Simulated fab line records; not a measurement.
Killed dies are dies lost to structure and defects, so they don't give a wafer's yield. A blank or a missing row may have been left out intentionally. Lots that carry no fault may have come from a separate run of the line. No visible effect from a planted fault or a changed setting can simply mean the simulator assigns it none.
fab line records	flow sky130
record: lots: 5	wafers: 15	last-day: 50
route steps=708 shown NWELL@34 DNWELL@35
lots that met no fault: taken from a fault-free run of the same line
start-h: the number of hours between the record's first day and the start of the first shown wafer of the lot	wait-h: hours since the lot's step before	" the same as in the row above	L1.1+2: a row that stands for several wafers	- no value present, or no start provided	* or withheld: withheld	< > ~ a bound
route shown NAME@n: a module of which the file shows steps, and the number in the route of the first	usual: mean and standard deviation over wafers with no fault	same: alike in all rows	chamber/n: place in a boat	sites: per-site readings	_std_site: the values' standard deviation	_edge_site: inner sites' mean taken away from outer sites' mean	radius-mm: for every site, how far away it sits from the centre of the wafer	mask NAME#n: copy n	behind: the last tool/chamber to shape the wafer	hold: why the lot was held/for how many hours/how that ended	device: the transistor (n, p or np) that didn't switch	end of line: the route-end tests of the same wafers	where a step has no rows: the recipe by itself	killed: dies lost to structure and defects at the first sort, not the wafer's yield	map: shows each die of a wafer: x if killed, . if not, _ if none is there
set.NAME: setting as actually run; set.NAME@STEP: the setting as run at that earlier step	model.NAME: the simulator's own value behind a step, which no gauge read
lots seen at some steps along the route; tables by step, rows by wafer
services: when a tool's chamber went out of use (start-h, in hours from the record's first day, below 0 if earlier), for how many hours, and the reason
== steps ==
step: SKY_NWELL_THK_MEAS_02
recipe: reads: SiO2_of_NWELL_OXIDATION_01
usual: NWELL_OXIDATION_THK: 9.96/0.19
lot.wafer	tool	chamber	start-h	wait-h	NWELL_OXIDATION_THK[nm]
L076.3	film-metro-03	-	50.40	0.0	9.76
L076.5	"	-	"	"	9.75
L076.6	"	-	"	"	9.81
L077.1	film-metro-03	-	56.07	0.0	10.03
L077.4	"	-	"	"	10.01
L077.5	"	-	"	"	9.98
L083.2	film-metro-03	-	96.70	0.0	10.00
L083.4	"	-	"	"	9.97
L083.5	"	-	"	"	10.13
L088.2	film-metro-01	-	113.55	0.0	9.69
L088.4	"	-	"	"	9.61
L088.5	"	-	"	"	9.77
L093.1	film-metro-03	-	142.77	0.0	10.09
L093.2	"	-	"	"	10.07
L093.3	"	-	"	"	10.01
step: SKY_DNWELL_DEHYDRATE_00
recipe: temp-c: 200	time-s: 60
usual: exhaust-pa: 45.0/0.91	plate-temp-C: 200.00/0.15
same: time-s: 60
lot.wafer	tool	chamber	start-h	wait-h	exhaust-pa	plate-temp-C
L076.3	litho-track-02	0	58.05	7.6	46.3	199.99
L076.5	"	0	"	"	44.7	200.03
L076.6	"	0	"	"	45.5	199.86
L077.1	litho-track-02	0	64.05	8.0	45.4	200.11
L077.4	"	0	"	"	46.1	200.02
L077.5	"	0	"	"	45.5	200.02
L083.2	litho-track-01	0	104.17	7.5	45.1	200.18
L083.4	"	0	"	"	46.0	200.15
L083.5	"	0	"	"	44.9	200.11
L088.2	litho-track-02	0	122.38	8.8	45.2	199.93
L088.4	"	0	"	"	45.5	199.63
L088.5	"	0	"	"	44.7	199.81
L093.1	litho-track-02	0	152.15	9.4	44.5	200.08
L093.2	"	0	"	"	44.9	199.95
L093.3	"	0	"	"	44.1	200.17
step: SKY_DNWELL_HMDS_01
recipe: prime-time-s: 60	prime-temp-c: 120
usual: exhaust-pa: 45.2/1
lot.wafer	tool	chamber	start-h	wait-h	exhaust-pa
L076.3	litho-track-02	0	58.20	0.1	45.8
L076.5	"	0	"	"	47.0
L076.6	"	0	"	"	45.7
L077.1	litho-track-02	0	64.20	0.1	47.3
L077.4	"	0	"	"	47.1
L077.5	"	0	"	"	46.9
L083.2	litho-track-01	0	104.32	0.1	43.6
L083.4	"	0	"	"	44.7
L083.5	"	0	"	"	45.3
L088.2	litho-track-02	0	122.53	0.1	46.6
L088.4	"	0	"	"	45.9
L088.5	"	0	"	"	45.5
L093.1	litho-track-02	0	152.30	0.1	45.8
L093.2	"	0	"	"	45.7
L093.3	"	0	"	"	45.0
step: SKY_DNWELL_COAT_02
recipe: spin-rpm: 2000	resist-thk-nm: 3000
usual: exhaust-pa: 45.1/0.88
lot.wafer	tool	chamber	start-h	wait-h	exhaust-pa
L076.3	litho-track-02	0	58.35	0.1	43.6
L076.5	"	0	"	"	44.6
L076.6	"	0	"	"	45.1
L077.1	litho-track-02	0	64.35	0.1	44.5
L077.4	"	0	"	"	43.5
L077.5	"	0	"	"	44.4
L083.2	litho-track-01	0	104.47	0.1	45.0
L083.4	"	0	"	"	44.5
L083.5	"	0	"	"	44.7
L088.2	litho-track-02	0	122.68	0.1	44.2
L088.4	"	0	"	"	44.8
L088.5	"	0	"	"	44.2
L093.1	litho-track-02	0	152.45	0.1	44.6
L093.2	"	0	"	"	45.6
L093.3	"	0	"	"	45.3
step: SKY_DNWELL_SOFTBAKE_03
recipe: temp-c: 110	time-s: withheld
usual: exhaust-pa: 45.3/0.88	plate-temp-C: 110.02/0.13
lot.wafer	tool	chamber	start-h	wait-h	exhaust-pa	plate-temp-C
L076.3	litho-track-02	0	58.52	0.1	43.6	110.03
L076.5	"	0	"	"	44.3	110.10
L076.6	"	0	"	"	45.6	109.86
L077.1	litho-track-02	0	64.50	0.1	44.1	109.89
L077.4	"	0	"	"	44.0	109.95
L077.5	"	0	"	"	45.1	109.92
L083.2	litho-track-01	0	104.63	0.1	46.2	110.06
L083.4	"	0	"	"	46.4	109.97
L083.5	"	0	"	"	46.5	110.15
L088.2	litho-track-02	0	122.83	0.1	44.0	110.04
L088.4	"	0	"	"	44.1	110.22
L088.5	"	0	"	"	45.7	110.05
L093.1	litho-track-02	0	152.60	0.1	47.2	109.91
L093.2	"	0	"	"	45.5	110.09
L093.3	"	0	"	"	46.9	110.10
step: SKY_DNWELL_EXPOSE_04
recipe: mask-id: DNM	na: 0.57	target-cd-nm: 3000	dose-mj: 222
lot.wafer	tool	chamber	start-h	wait-h	mask
L076.3+5+6	iline-stepper-01	0	-	-	DNM#0
L077.1+4+5	iline-stepper-01	0	-	-	DNM#0
L083.2+4+5	iline-stepper-01	0	-	-	DNM#0
L088.2+4+5	iline-stepper-02	0	-	-	DNM#0
L093.1+2+3	iline-stepper-02	0	-	-	DNM#0
step: SKY_DNWELL_PEB_05
recipe: temp-c: 115	time-s: withheld
usual: exhaust-pa: 45.2/0.88	plate-temp-C: 115.02/0.13
lot.wafer	tool	chamber	start-h	wait-h	exhaust-pa	plate-temp-C
L076.3	litho-track-01	0	-	-	45.9	114.89
L076.5	"	0	"	"	45.3	115.02
L076.6	"	0	"	"	44.4	115.02
L077.1	litho-track-01	0	-	-	44.7	115.04
L077.4	"	0	"	"	45.1	115.11
L077.5	"	0	"	"	44.6	115.20
L083.2	litho-track-04	0	-	-	45.3	114.99
L083.4	"	0	"	"	45.6	115.11
L083.5	"	0	"	"	46.1	115.12
L088.2	litho-track-02	0	-	-	44.7	115.07
L088.4	"	0	"	"	46.2	115.03
L088.5	"	0	"	"	45.5	114.84
L093.1	litho-track-04	0	-	-	44.8	114.92
L093.2	"	0	"	"	44.3	114.80
L093.3	"	0	"	"	44.9	114.84
== services ==
tool	chamber	start-h	hours	kind
iline-stepper-02	-	61.66	4.4	pm
iline-stepper-02	0	70.83	-	calibration
iline-stepper-01	-	76.88	1.7	pm
iline-stepper-02	-	155.46	9.8	repair
== key ==
fault none
